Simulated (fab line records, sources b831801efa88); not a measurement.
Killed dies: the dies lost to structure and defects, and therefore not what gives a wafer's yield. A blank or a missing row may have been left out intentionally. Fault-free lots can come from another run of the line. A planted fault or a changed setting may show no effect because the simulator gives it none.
Problem report, 8D (eight disciplines) form, completed by code / flow sky130 / the parts of the form that need people (team, actions taken, sign-off) are left out

## 1. THE ISSUE
LDD_HVN_TW at SKY_LDD_HVN_TW_MEAS_10 reads a mean of 30 on 3 wafers of 1 lot; wafers without a fault read 1432 with a standard deviation of 11. That is -99 or more standard deviations from the usual mean.
Seen first at day 25 16:24 on film-metro-02, wafer L780.2. The record has a number at this step for 39 wafers belonging to 13 lots. Rule for "out", or "out of limits": more than 4 standard deviations from the usual mean. All remaining wafers that have a number are taken as sound.

## 2. WHAT IT IS; WHAT IT IS NOT
question=which readings at this step | is=LDD_HVN_TW | is not=-
question=which lots | is=L780 | is not=L767, L768, L769, L770, L772, L773, L774, L775, L776, L779, L788, L789
question=which wafers of those lots | is=all that have a number | is not=-
question=read on which gauges | is=film-metro-02 | is not=film-metro-03, film-metro-04
question=when | is=from day 25 16:24 | is not=up to then (30 sound wafers); but 6 sound wafers of L788, L789 came after

## 3. THE SUSPECTS, EACH WITH WHAT RULES IT OUT
Counting: a tool at any process step up to the reading remains a suspect when it ran all the lots that are out and ran no sound lot after the first of those.
- ruled out: the gauge at SKY_LDD_HVN_TW_MEAS_10. All the wafers that are out were read on film-metro-02, but those of them that SKY_LDD_P_STRIP_10 has rows for are out there too, on other tools.
- plasma-asher-02 at SKY_LDD_P_STRIP_10 (strips in O2/N2): ruled out as a lasting fault. Sound lots L788 ran on it after its first lot that is out, L780 (day 24 10:06).
- plasma-asher-02 at SKY_LDD_HVN_STRIP_09 (strips in O2/N2): ruled out as a lasting fault. Sound lots L789 ran on it after its first lot that is out, L780 (day 25 16:17).
Left after counting: nothing in the record.

## 4. THE CAUSE (what the simulator had put in)
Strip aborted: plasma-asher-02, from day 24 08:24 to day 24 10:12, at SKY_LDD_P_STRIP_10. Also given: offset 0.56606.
It was ruled out by counting, in error; the rule expects a fault to strike all lots run on its tool from its start on, and this fault did not.

## 5. SEQUENCE OF EFFECTS, ordered by route
Each row: a reading whose mean over the struck wafers that have a number lies more than 3 standard deviations from the usual. Scope: only readings with a usual standard deviation given in the record; hours: median across lots of the time from each lot's start at the first step in this table that gives one to its start at this step; sigmas: change in usual standard deviations.
hours=0; step=SKY_LDD_P_STRIP_10; reading=oes-product-au; usual=0.716 a.u.; on struck wafers=0.942; change=+0.226; sigmas=+49
hours=30; step=SKY_LDD_HVN_STRIP_09; reading=oes-product-au; usual=0.409 a.u.; on struck wafers=0.627; change=+0.218; sigmas=+46
hours=30; step=SKY_LDD_HVN_STRIP_09; reading=strip-time-to-endpoint-s; usual=4.135 s; on struck wafers=9.384; change=+5.249; sigmas=+99 or more
hours=30; step=SKY_LDD_HVN_TW_MEAS_10; reading=LDD_HVN_TW; usual=1432; on struck wafers=30; change=-1402; sigmas=-99 or more
The process steps in it:
- SKY_LDD_P_STRIP_10: strips in O2/N2.
- SKY_LDD_HVN_STRIP_09: strips in O2/N2.
Readings that are blank on the struck wafers while sound wafers have them: strip-time-to-endpoint-s at SKY_LDD_P_STRIP_10.
Later measuring or inspecting steps at which every struck wafer that the step has a row for has a number for every such reading, and none has moved that far: SKY_LOCAL_INTERCONNECT_OVL_MEAS_12.

## 6. HOW IT WOULD HAVE BEEN CAUGHT EARLIER
32 hours passed between the start of the fault at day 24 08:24 and the first reading out of limits at a measuring or inspecting step in this record, taken at day 25 16:24.
Tool's own readings at SKY_LDD_P_STRIP_10, oes-product-au: out on all struck wafers the step has rows for; an alarm limit on them would have tripped on the first.
